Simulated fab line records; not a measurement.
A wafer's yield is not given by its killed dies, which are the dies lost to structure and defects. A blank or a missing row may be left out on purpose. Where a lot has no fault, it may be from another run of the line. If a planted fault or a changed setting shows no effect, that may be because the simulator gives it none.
Which tool was responsible? || flow sky130 || 11 lots with 33 wafers sampled at 6 steps, on a route of 708 steps

## WHAT THE GAUGES SHOWED, per wafer
SKY_FIELD_ISO_THK_MEAS_04. Usual: FIELD_ISO_CVD_03_THK 166.1 nm, standard deviation 1.6.
{"lot": "L490", "measured": "day 1 15:46", "on": "film metro-02", "FIELD_ISO_CVD_03_THK (nm)": "163.1 163.4 163.8", "flag": ""}
{"lot": "L495", "measured": "day 2 14:58", "on": "film metro-02", "FIELD_ISO_CVD_03_THK (nm)": "163.5 162.5 162.8", "flag": ""}
{"lot": "L498", "measured": "day 3 05:35", "on": "film metro-04", "FIELD_ISO_CVD_03_THK (nm)": "165.9 165.0 166.0", "flag": ""}
{"lot": "L499", "measured": "day 3 11:21", "on": "film metro-01", "FIELD_ISO_CVD_03_THK (nm)": "168.4 168.3 168.7", "flag": ""}
{"lot": "L500", "measured": "day 3 15:31", "on": "film metro-02", "FIELD_ISO_CVD_03_THK (nm)": "162.8 163.5 162.4", "flag": ""}
{"lot": "L501", "measured": "day 3 23:42", "on": "film metro-02", "FIELD_ISO_CVD_03_THK (nm)": "166.8 166.4 167.8", "flag": ""}
{"lot": "L503", "measured": "day 4 07:05", "on": "film metro-01", "FIELD_ISO_CVD_03_THK (nm)": "166.9 167.1 166.8", "flag": ""}
{"lot": "L506", "measured": "day 5 01:52", "on": "film metro-04", "FIELD_ISO_CVD_03_THK (nm)": "167.5 167.9 168.3", "flag": ""}
{"lot": "L510", "measured": "day 5 19:44", "on": "film metro-01", "FIELD_ISO_CVD_03_THK (nm)": "168.2 167.5 168.0", "flag": ""}
{"lot": "L511", "measured": "day 6 01:07", "on": "film metro-04", "FIELD_ISO_CVD_03_THK (nm)": "165.7 165.8 166.0", "flag": ""}
{"lot": "L513", "measured": "day 6 09:04", "on": "film metro-02", "FIELD_ISO_CVD_03_THK (nm)": "166.1 165.4 164.5", "flag": ""}

SKY_NWELL_TW_MEAS_15. Usual: NWELL_TW 1822, standard deviation 18.
{"lot": "L490", "measured": "day 4 17:58", "on": "film metro-01", "NWELL_TW": "1824 1834 1827", "flag": ""}
{"lot": "L495", "measured": "day 5 16:22", "on": "film metro-03", "NWELL_TW": "1792 1796 1793", "flag": ""}
{"lot": "L498", "measured": "day 6 14:23", "on": "film metro-01", "NWELL_TW": "2073 2071 2074", "flag": "OFF"}
{"lot": "L499", "measured": "day 6 19:58", "on": "film metro-04", "NWELL_TW": "2071 2062 2069", "flag": "OFF"}
{"lot": "L500", "measured": "day 7 09:27", "on": "film metro-04", "NWELL_TW": "2067 2065 2069", "flag": "OFF"}
{"lot": "L501", "measured": "day 7 17:11", "on": "film metro-04", "NWELL_TW": "1831 1838 1825", "flag": ""}
{"lot": "L503", "measured": "day 7 21:41", "on": "film metro-04", "NWELL_TW": "1833 1833 1828", "flag": ""}
{"lot": "L506", "measured": "day 8 14:58", "on": "film metro-03", "NWELL_TW": "1786 1796 1795", "flag": ""}
{"lot": "L510", "measured": "day 9 10:35", "on": "film metro-04", "NWELL_TW": "1826 1808 1826", "flag": ""}
{"lot": "L511", "measured": "day 9 18:01", "on": "film metro-03", "NWELL_TW": "1793 1788 1791", "flag": ""}
{"lot": "L513", "measured": "day 10 04:10", "on": "film metro-03", "NWELL_TW": "1798 1797 1804", "flag": ""}

SKY_NWELL_RS_MEAS_29: measures by four-point-probe. Usual: NWELL_RS 624.8 ohm/sq, standard deviation 1.5.
{"lot": "L490", "measured": "day 5 11:05", "on": "film metro-04", "NWELL_RS (ohm/sq)": "626.4 627.7 624.4", "flag": ""}
{"lot": "L495", "measured": "day 6 10:11", "on": "film metro-03", "NWELL_RS (ohm/sq)": "624.5 623.5 623.7", "flag": ""}
{"lot": "L498", "measured": "day 7 10:39", "on": "film metro-04", "NWELL_RS (ohm/sq)": "507.9 507.5 507.7", "flag": "OFF"}
{"lot": "L499", "measured": "day 7 16:23", "on": "film metro-04", "NWELL_RS (ohm/sq)": "505.3 505.3 506.3", "flag": "OFF"}
{"lot": "L500", "measured": "day 8 06:00", "on": "film metro-01", "NWELL_RS (ohm/sq)": "505.5 506.9 505.4", "flag": "OFF"}
{"lot": "L501", "measured": "day 8 14:30", "on": "film metro-01", "NWELL_RS (ohm/sq)": "625.0 624.3 627.0", "flag": ""}
{"lot": "L503", "measured": "day 8 18:21", "on": "film metro-04", "NWELL_RS (ohm/sq)": "625.8 627.2 625.9", "flag": ""}
{"lot": "L506", "measured": "day 9 11:29", "on": "film metro-04", "NWELL_RS (ohm/sq)": "625.8 624.5 624.0", "flag": ""}
{"lot": "L510", "measured": "day 10 09:09", "on": "film metro-04", "NWELL_RS (ohm/sq)": "626.5 626.8 625.9", "flag": ""}
{"lot": "L511", "measured": "day 10 17:32", "on": "film metro-01", "NWELL_RS (ohm/sq)": "624.2 624.2 624.5", "flag": ""}
{"lot": "L513", "measured": "day 11 03:56", "on": "film metro-03", "NWELL_RS (ohm/sq)": "624.8 624.8 625.7", "flag": ""}

## TOOL THAT RAN EACH LOT (tool first, then ch and the chambers of the sampled wafers, then the start)
{"lot": "L490", "SKY_DNWELL_STRIP_08": "plasma asher-03 ch 0,1, day 3 07:17", "SKY_PWDE_STRIP_09": "plasma asher-04 ch 0,1, day 4 00:34", "SKY_NWELL_IMPLANT_11": "implanter-02 ch 0, day 4 17:25"}
{"lot": "L495", "SKY_DNWELL_STRIP_08": "plasma asher-04 ch 1, day 4 06:05", "SKY_PWDE_STRIP_09": "plasma asher-02 ch 0,1, day 4 22:52", "SKY_NWELL_IMPLANT_11": "implanter-01 ch 0, day 5 15:49"}
{"lot": "L498", "SKY_DNWELL_STRIP_08": "plasma asher-01 ch 0,1, day 5 02:23", "SKY_PWDE_STRIP_09": "plasma asher-02 ch 0,1, day 5 20:07", "SKY_NWELL_IMPLANT_11": "implanter-02 ch 0, day 6 13:51"}
{"lot": "L499", "SKY_DNWELL_STRIP_08": "plasma asher-01 ch 0,1, day 5 08:11", "SKY_PWDE_STRIP_09": "plasma asher-03 ch 0, day 6 00:46", "SKY_NWELL_IMPLANT_11": "implanter-02 ch 0, day 6 19:25"}
{"lot": "L500", "SKY_DNWELL_STRIP_08": "plasma asher-03 ch 0,1, day 5 18:10", "SKY_PWDE_STRIP_09": "plasma asher-02 ch 0,1, day 6 13:04", "SKY_NWELL_IMPLANT_11": "implanter-02 ch 0, day 7 08:56"}
{"lot": "L501", "SKY_DNWELL_STRIP_08": "plasma asher-04 ch 0,1, day 6 01:59", "SKY_PWDE_STRIP_09": "plasma asher-04 ch 1, day 6 20:16", "SKY_NWELL_IMPLANT_11": "implanter-01 ch 0, day 7 16:39"}
{"lot": "L503", "SKY_DNWELL_STRIP_08": "plasma asher-04 ch 0,1, day 6 05:41", "SKY_PWDE_STRIP_09": "plasma asher-02 ch 0,1, day 7 01:01", "SKY_NWELL_IMPLANT_11": "implanter-01 ch 0, day 7 21:09"}
{"lot": "L506", "SKY_DNWELL_STRIP_08": "plasma asher-04 ch 0,1, day 6 21:44", "SKY_PWDE_STRIP_09": "plasma asher-03 ch 0,1, day 7 17:28", "SKY_NWELL_IMPLANT_11": "implanter-04 ch 0, day 8 14:25"}
{"lot": "L510", "SKY_DNWELL_STRIP_08": "plasma asher-01 ch 0,1, day 7 16:23", "SKY_PWDE_STRIP_09": "plasma asher-04 ch 0,1, day 8 13:10", "SKY_NWELL_IMPLANT_11": "implanter-01 ch 0, day 9 10:03"}
{"lot": "L511", "SKY_DNWELL_STRIP_08": "plasma asher-04 ch 0,1, day 8 00:32", "SKY_PWDE_STRIP_09": "plasma asher-03 ch 0,1, day 8 20:52", "SKY_NWELL_IMPLANT_11": "implanter-02 ch 0, day 9 17:28"}
{"lot": "L513", "SKY_DNWELL_STRIP_08": "plasma asher-03 ch 0,1, day 8 09:20", "SKY_PWDE_STRIP_09": "plasma asher-02 ch 0,1, day 9 06:16", "SKY_NWELL_IMPLANT_11": "implanter-04 ch 0, day 10 03:37"}
- SKY_DNWELL_STRIP_08: strips in O2/N2.
- SKY_PWDE_STRIP_09: strips in O2/N2.
- SKY_NWELL_IMPLANT_11

## AS READ BY THE TOOLS THEMSELVES (means over the sampled wafers that have a number; for cases with no such wafer, the mark the record gives instead)
SKY_DNWELL_STRIP_08. Usual: drypump motor current A 5.6 A, standard deviation 0.34; n2 flow sccm 300.0 sccm, standard deviation 0.94; oes product au 0.722 a.u., standard deviation 0.0047; strip time to endpoint s 36.91 s, standard deviation 0.1.
{"lot": "L490", "tool": "plasma asher-03", "drypump motor current A (A)": 5.6, "n2 flow sccm (sccm)": 300.0, "oes product au (a.u.)": 0.720, "strip time to endpoint s (s)": 36.86, "flag": ""}
{"lot": "L495", "tool": "plasma asher-04", "drypump motor current A (A)": 5.6, "n2 flow sccm (sccm)": 299.8, "oes product au (a.u.)": 0.721, "strip time to endpoint s (s)": 36.86, "flag": ""}
{"lot": "L498", "tool": "plasma asher-01", "drypump motor current A (A)": 5.5, "n2 flow sccm (sccm)": 299.1, "oes product au (a.u.)": 0.726, "strip time to endpoint s (s)": 36.83, "flag": ""}
{"lot": "L499", "tool": "plasma asher-01", "drypump motor current A (A)": 5.5, "n2 flow sccm (sccm)": 300.9, "oes product au (a.u.)": 0.725, "strip time to endpoint s (s)": 36.95, "flag": ""}
{"lot": "L500", "tool": "plasma asher-03", "drypump motor current A (A)": 5.8, "n2 flow sccm (sccm)": 300.8, "oes product au (a.u.)": 0.721, "strip time to endpoint s (s)": 36.83, "flag": ""}
{"lot": "L501", "tool": "plasma asher-04", "drypump motor current A (A)": 5.6, "n2 flow sccm (sccm)": 300.4, "oes product au (a.u.)": 0.722, "strip time to endpoint s (s)": 36.86, "flag": ""}
{"lot": "L503", "tool": "plasma asher-04", "drypump motor current A (A)": 5.6, "n2 flow sccm (sccm)": 300.3, "oes product au (a.u.)": 0.725, "strip time to endpoint s (s)": 36.86, "flag": ""}
{"lot": "L506", "tool": "plasma asher-04", "drypump motor current A (A)": 5.7, "n2 flow sccm (sccm)": 299.5, "oes product au (a.u.)": 0.717, "strip time to endpoint s (s)": 37.05, "flag": ""}
{"lot": "L510", "tool": "plasma asher-01", "drypump motor current A (A)": 5.1, "n2 flow sccm (sccm)": 299.6, "oes product au (a.u.)": 0.725, "strip time to endpoint s (s)": 36.81, "flag": ""}
{"lot": "L511", "tool": "plasma asher-04", "drypump motor current A (A)": 5.7, "n2 flow sccm (sccm)": 299.1, "oes product au (a.u.)": 0.721, "strip time to endpoint s (s)": 36.92, "flag": ""}
{"lot": "L513", "tool": "plasma asher-03", "drypump motor current A (A)": 5.7, "n2 flow sccm (sccm)": 300.3, "oes product au (a.u.)": 0.719, "strip time to endpoint s (s)": 36.87, "flag": ""}

SKY_PWDE_STRIP_09. Usual: drypump motor current A 5.59 A, standard deviation 0.19; n2 flow sccm 300.0 sccm, standard deviation 0.89; oes product au 0.723 a.u., standard deviation 0.0046; strip time to endpoint s 36.95 s, standard deviation 0.098.
{"lot": "L490", "tool": "plasma asher-04", "drypump motor current A (A)": 5.72, "n2 flow sccm (sccm)": 299.6, "oes product au (a.u.)": 0.722, "strip time to endpoint s (s)": 36.98, "flag": ""}
{"lot": "L495", "tool": "plasma asher-02", "drypump motor current A (A)": 5.49, "n2 flow sccm (sccm)": 300.4, "oes product au (a.u.)": 0.726, "strip time to endpoint s (s)": 36.94, "flag": ""}
{"lot": "L498", "tool": "plasma asher-02", "drypump motor current A (A)": 5.51, "n2 flow sccm (sccm)": 300.1, "oes product au (a.u.)": 0.722, "strip time to endpoint s (s)": 36.78, "flag": ""}
{"lot": "L499", "tool": "plasma asher-03", "drypump motor current A (A)": 5.93, "n2 flow sccm (sccm)": 299.5, "oes product au (a.u.)": 0.716, "strip time to endpoint s (s)": 36.82, "flag": ""}
{"lot": "L500", "tool": "plasma asher-02", "drypump motor current A (A)": 5.40, "n2 flow sccm (sccm)": 300.0, "oes product au (a.u.)": 0.722, "strip time to endpoint s (s)": 36.97, "flag": ""}
{"lot": "L501", "tool": "plasma asher-04", "drypump motor current A (A)": 5.63, "n2 flow sccm (sccm)": 300.2, "oes product au (a.u.)": 0.728, "strip time to endpoint s (s)": 37.00, "flag": ""}
{"lot": "L503", "tool": "plasma asher-02", "drypump motor current A (A)": 5.50, "n2 flow sccm (sccm)": 299.2, "oes product au (a.u.)": 0.722, "strip time to endpoint s (s)": 37.06, "flag": ""}
{"lot": "L506", "tool": "plasma asher-03", "drypump motor current A (A)": 5.64, "n2 flow sccm (sccm)": 301.1, "oes product au (a.u.)": 0.720, "strip time to endpoint s (s)": 36.95, "flag": ""}
{"lot": "L510", "tool": "plasma asher-04", "drypump motor current A (A)": 5.71, "n2 flow sccm (sccm)": 300.9, "oes product au (a.u.)": 0.727, "strip time to endpoint s (s)": 37.05, "flag": ""}
{"lot": "L511", "tool": "plasma asher-03", "drypump motor current A (A)": 5.78, "n2 flow sccm (sccm)": 299.6, "oes product au (a.u.)": 0.718, "strip time to endpoint s (s)": 36.96, "flag": ""}
{"lot": "L513", "tool": "plasma asher-02", "drypump motor current A (A)": 5.49, "n2 flow sccm (sccm)": 299.4, "oes product au (a.u.)": 0.718, "strip time to endpoint s (s)": 36.99, "flag": ""}

SKY_NWELL_IMPLANT_11. Usual: dose ions cm2 1.8994e+13, standard deviation 2.1e+10; faraday current uA 107.2, standard deviation 1.9.
{"lot": "L490", "tool": "implanter-02", "dose ions cm2": 1.8968e+13, "faraday current uA": 106.1, "flag": ""}
{"lot": "L495", "tool": "implanter-01", "dose ions cm2": 1.9007e+13, "faraday current uA": 106.4, "flag": ""}
{"lot": "L498", "tool": "implanter-02", "dose ions cm2": 2.8054e+13, "faraday current uA": 156.1, "flag": "OFF"}
{"lot": "L499", "tool": "implanter-02", "dose ions cm2": 2.8052e+13, "faraday current uA": 155.5, "flag": "OFF"}
{"lot": "L500", "tool": "implanter-02", "dose ions cm2": 2.8010e+13, "faraday current uA": 158.9, "flag": "OFF"}
{"lot": "L501", "tool": "implanter-01", "dose ions cm2": 1.9007e+13, "faraday current uA": 108.0, "flag": ""}
{"lot": "L503", "tool": "implanter-01", "dose ions cm2": 1.9001e+13, "faraday current uA": 108.0, "flag": ""}
{"lot": "L506", "tool": "implanter-04", "dose ions cm2": 1.8996e+13, "faraday current uA": 107.1, "flag": ""}
{"lot": "L510", "tool": "implanter-01", "dose ions cm2": 1.8988e+13, "faraday current uA": 105.8, "flag": ""}
{"lot": "L511", "tool": "implanter-02", "dose ions cm2": 1.9006e+13, "faraday current uA": 106.7, "flag": ""}
{"lot": "L513", "tool": "implanter-04", "dose ions cm2": 1.8998e+13, "faraday current uA": 106.6, "flag": ""}

## THE ANSWER, worked out from the rows above alone
Rule: take the mean of a lot's wafers that have a number; if it is more than 3 standard deviations from the usual mean, the lot is off. Also off: a lot with no number at a reading for which 4 or more lots have one. All remaining lots with rows at the step are treated as sound. The gauges are gone through in route order, then the tools' own readings, and for those a lot's mean is taken as printed above. At the first step where some lot is off, the reading lying furthest off is the one used; lots without a number count as furthest.
Off: L498, L499, L500, at SKY_NWELL_TW_MEAS_15 (NWELL_TW).
If a tool, at a process step before that reading, ran all the lots that are off and no sound lot after the first of them, it fits. The gauges at SKY_NWELL_TW_MEAS_15 aren't tried: what is off there is off at SKY_NWELL_IMPLANT_11 too, on other tools, and a gauge's error can't cause that. Not one of the candidates tried fits.

## WHAT HAD BEEN PUT IN BY THE SIMULATOR
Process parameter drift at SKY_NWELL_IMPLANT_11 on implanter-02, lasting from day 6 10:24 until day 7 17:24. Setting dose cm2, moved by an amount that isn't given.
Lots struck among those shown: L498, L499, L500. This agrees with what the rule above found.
